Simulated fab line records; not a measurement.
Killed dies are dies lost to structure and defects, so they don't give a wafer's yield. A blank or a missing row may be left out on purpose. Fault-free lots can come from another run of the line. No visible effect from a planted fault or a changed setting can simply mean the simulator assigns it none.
Lot-split experiment + flow sky130 + 5 lots, 23 wafers read, on a route of 708 steps

== THE SPLIT ITSELF ==
At SKY_NWELL_IMPLANT_11, the setting energy-kev was moved away from the recipe's 400 on 6 of the 23 wafers read, by -5.8% to +5.7%. This setting was run at the recipe's value on the other wafers.

== FROM THE SPLIT TO THE READING: what the file shows between them, 4 steps ==
- SKY_NWELL_IMPLANT_24 (also split here: dose-cm2)
- SKY_NWELL_STRIP_25: strips in O2/N2
- SKY_NWELL_CLEAN_27: cleans in SC1/SC2, time 150 s
- SKY_NWELL_RTA_28: time 30 s

== THE READING ==
NWELL_RS, in ohm/sq, at SKY_NWELL_RS_MEAS_29 (measures by four-point-probe). Typical for fault-free wafers on this fab line: 624.2 ohm/sq, with standard deviation 1.7 ohm/sq.

| wafer  | tool, chamber at the split | energy-kev as run | against the recipe | NWELL_RS, ohm/sq | against lot-mates on the recipe |
|--------|----------------------------|-------------------|--------------------|------------------|---------------------------------|
| L075.1 | implanter-01, 0            | 400               | recipe             | 627.2            | -                               |
| L075.2 | implanter-01, 0            | 400               | recipe             | 624.2            | -                               |
| L075.3 | implanter-01, 0            | 422.9             | +5.7%              | 617.7            | -8.0                            |
| L075.4 | implanter-01, 0            | 422.9             | +5.7%              | 615.4            | -10.3                           |
| L075.6 | implanter-01, 0            | 422.9             | +5.7%              | 618.2            | -7.5                            |
| L078.1 | implanter-04, 0            | 400               | recipe             | 624.2            | -                               |
| L078.3 | implanter-04, 0            | 400               | recipe             | 626.5            | -                               |
| L078.4 | implanter-04, 0            | 400               | recipe             | 625.4            | -                               |
| L078.5 | implanter-04, 0            | 400               | recipe             | 625.5            | -                               |
| L078.6 | implanter-04, 0            | 400               | recipe             | 623.8            | -                               |
| L079.1 | implanter-04, 0            | 376.6             | -5.8%              | 629.6            | +7.6                            |
| L079.2 | implanter-04, 0            | 400               | recipe             | 622.5            | -                               |
| L079.3 | implanter-04, 0            | 376.6             | -5.8%              | 632.2            | +10.2                           |
| L079.4 | implanter-04, 0            | 376.6             | -5.8%              | 633.2            | +11.2                           |
| L079.5 | implanter-04, 0            | 400               | recipe             | 621.5            | -                               |
| L080.1 | implanter-01, 0            | 400               | recipe             | 624.1            | -                               |
| L080.4 | implanter-01, 0            | 400               | recipe             | 623.2            | -                               |
| L080.5 | implanter-01, 0            | 400               | recipe             | 624.7            | -                               |
| L081.1 | implanter-01, 0            | 400               | recipe             | 623.4            | -                               |
| L081.2 | implanter-01, 0            | 400               | recipe             | 622.1            | -                               |
| L081.4 | implanter-01, 0            | 400               | recipe             | 625.1            | -                               |
| L081.5 | implanter-01, 0            | 400               | recipe             | 621.9            | -                               |
| L081.6 | implanter-01, 0            | 400               | recipe             | 620.4            | -                               |

THE FIT
A straight line over all 23 wafers: NWELL_RS changes by -1.26 ohm/sq for each +1% of energy-kev; r = -0.91; the points scatter about the line by 1.8 ohm/sq.
The same after taking each lot's own level away (the mean of its wafers on the recipe; 23 wafers): -1.58 ohm/sq for each +1%; r = -0.97; scatter 1.3 ohm/sq.
The reading moves by 9.2 ohm/sq for the largest change in energy-kev, on that fit.
Measured against the standard deviation above, the lots' own levels, which go from 622.00 to 625.70 ohm/sq, span 2.2 times it.
In other words, the slope is changed by the lot-to-lot level; the two fits disagree.
Check: +9.82 ohm/sq against its lot-mates is what the line predicts for one of the wafers moved furthest among these (-5.8%) when that wafer is left out of the fit. Against them it came out at +7.6 ohm/sq.

== THE OTHER SPLITS THESE WAFERS WENT THROUGH ==
These wafers also went through other splits before the reading. Each is held against what the fit with the lots' levels taken away leaves over:
| other split on the same wafers          | wafers away from the commonest value | r with NWELL_RS (lot level and that fit taken away) |
|-----------------------------------------|--------------------------------------|-----------------------------------------------------|
| SKY_FIELD_ISO_OXIDATION_01 ox-time-s    | 18                                   | -0.04                                               |
| SKY_FIELD_ISO_DEVELOP_12 develop-time-s | 10                                   | +0.14                                               |
| SKY_FIELD_ISO_STRIP_16 power-w          | 12                                   | +0.15                                               |
| SKY_FIELD_ISO_WET_ETCH_29 time-s        | 15                                   | +0.08                                               |
| SKY_NWELL_IMPLANT_24 dose-cm2           | 7                                    | -0.07                                               |

== THE WHOLE CHAIN: every reading that the file lists as answering this split, in the file's order ==
| step                 | what it does                 | reading                                                         | change (the file's fit)               | r (the file's) |
|----------------------|------------------------------|-----------------------------------------------------------------|---------------------------------------|----------------|
| SKY_NWELL_IMPLANT_11 |                              | implant.drp-nm (the simulator's own value, which no gauge read) | +0.614 nm for each +1% of the setting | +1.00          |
| SKY_NWELL_IMPLANT_11 |                              | implant.rp-nm (the simulator's own value, which no gauge read)  | +4.55 nm for each +1% of the setting  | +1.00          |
| SKY_NWELL_RS_MEAS_29 | measures by four-point-probe | NWELL_RS                                                        | -1.59 for each +1% of the setting     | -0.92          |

== FILE'S OWN FIT ==
NWELL_RS changes by -1.59 ohm/sq for each +1% of energy-kev, r = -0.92.
